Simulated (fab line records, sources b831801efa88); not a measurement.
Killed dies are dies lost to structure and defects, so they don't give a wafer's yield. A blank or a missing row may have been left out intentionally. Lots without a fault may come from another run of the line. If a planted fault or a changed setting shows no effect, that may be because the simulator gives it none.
Chamber matching / flow sky130 / SKY_POLY_GATE_ETCH_17 on rie-si-02: 4 sister chambers
The step etches poly-Si in HBr/Cl2, stops on SiO2, target depth 180 nm, time 70.5 s. 8 wafers are shown with their chamber, then 10 later ones without.

== EACH WAFER AND ITS CHAMBER ==
wafer=L084.5; chamber=3; drypump-motor-current-A (A)=5.73; oes-product-au (a.u.)=0.987
wafer=L086.5; chamber=3; drypump-motor-current-A (A)=5.74; oes-product-au (a.u.)=1.006
wafer=L086.6; chamber=0; drypump-motor-current-A (A)=5.72; oes-product-au (a.u.)=0.987
wafer=L088.1; chamber=2; drypump-motor-current-A (A)=5.82; oes-product-au (a.u.)=0.963
wafer=L088.2; chamber=1; drypump-motor-current-A (A)=6.27; oes-product-au (a.u.)=0.984
wafer=L088.3; chamber=0; drypump-motor-current-A (A)=5.72; oes-product-au (a.u.)=0.985
wafer=L090.2; chamber=2; drypump-motor-current-A (A)=5.81; oes-product-au (a.u.)=0.965
wafer=L090.3; chamber=1; drypump-motor-current-A (A)=6.25; oes-product-au (a.u.)=0.978

== WAFERS WITH NO CHAMBER GIVEN ==
wafer=L090.5; drypump-motor-current-A (A)=5.70; oes-product-au (a.u.)=0.996
wafer=L092.2; drypump-motor-current-A (A)=5.70; oes-product-au (a.u.)=0.996
wafer=L092.3; drypump-motor-current-A (A)=5.74; oes-product-au (a.u.)=0.992
wafer=L092.4; drypump-motor-current-A (A)=5.79; oes-product-au (a.u.)=0.973
wafer=L094.2; drypump-motor-current-A (A)=6.31; oes-product-au (a.u.)=0.980
wafer=L094.3; drypump-motor-current-A (A)=5.72; oes-product-au (a.u.)=0.988
wafer=L094.5; drypump-motor-current-A (A)=5.73; oes-product-au (a.u.)=0.997
wafer=L096.1; drypump-motor-current-A (A)=5.75; oes-product-au (a.u.)=0.989
wafer=L096.3; drypump-motor-current-A (A)=5.82; oes-product-au (a.u.)=0.969
wafer=L096.4; drypump-motor-current-A (A)=5.71; oes-product-au (a.u.)=0.985

== CHAMBER TAKEN BY EACH ==
wafer=L090.5; from the rows above=can't be placed: 0 or 3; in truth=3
wafer=L092.2; from the rows above=can't be placed: 0 or 3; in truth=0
wafer=L092.3; from the rows above=can't be placed: 3 or 0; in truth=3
wafer=L092.4; from the rows above=2; in truth=2
wafer=L094.2; from the rows above=1; in truth=1
wafer=L094.3; from the rows above=can't be placed: 0 or 3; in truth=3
wafer=L094.5; from the rows above=can't be placed: 3 or 0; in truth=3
wafer=L096.1; from the rows above=can't be placed: 3 or 0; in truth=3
wafer=L096.3; from the rows above=2; in truth=2
wafer=L096.4; from the rows above=0; in truth=0
Correct placement for 4 of the 10. Unplaceable from these rows: 6, with the true chamber sitting among the candidates in 6. Placed wrongly: 0.
How it was worked out, from the rows above alone: a wafer's distance from a chamber is the root of the sum, over the readings, of the square of ((its reading less the chamber's mean) divided by the reading's scatter). The wafer belongs to the nearest chamber; if the next one is less than 2 further off, it can't be placed. A chamber's mean is the mean of its shown wafers. How the scatter is found: for the shown wafers, subtract from each reading the mean of its chamber, square and add these, divide the total by (wafers less chambers), then take the root.
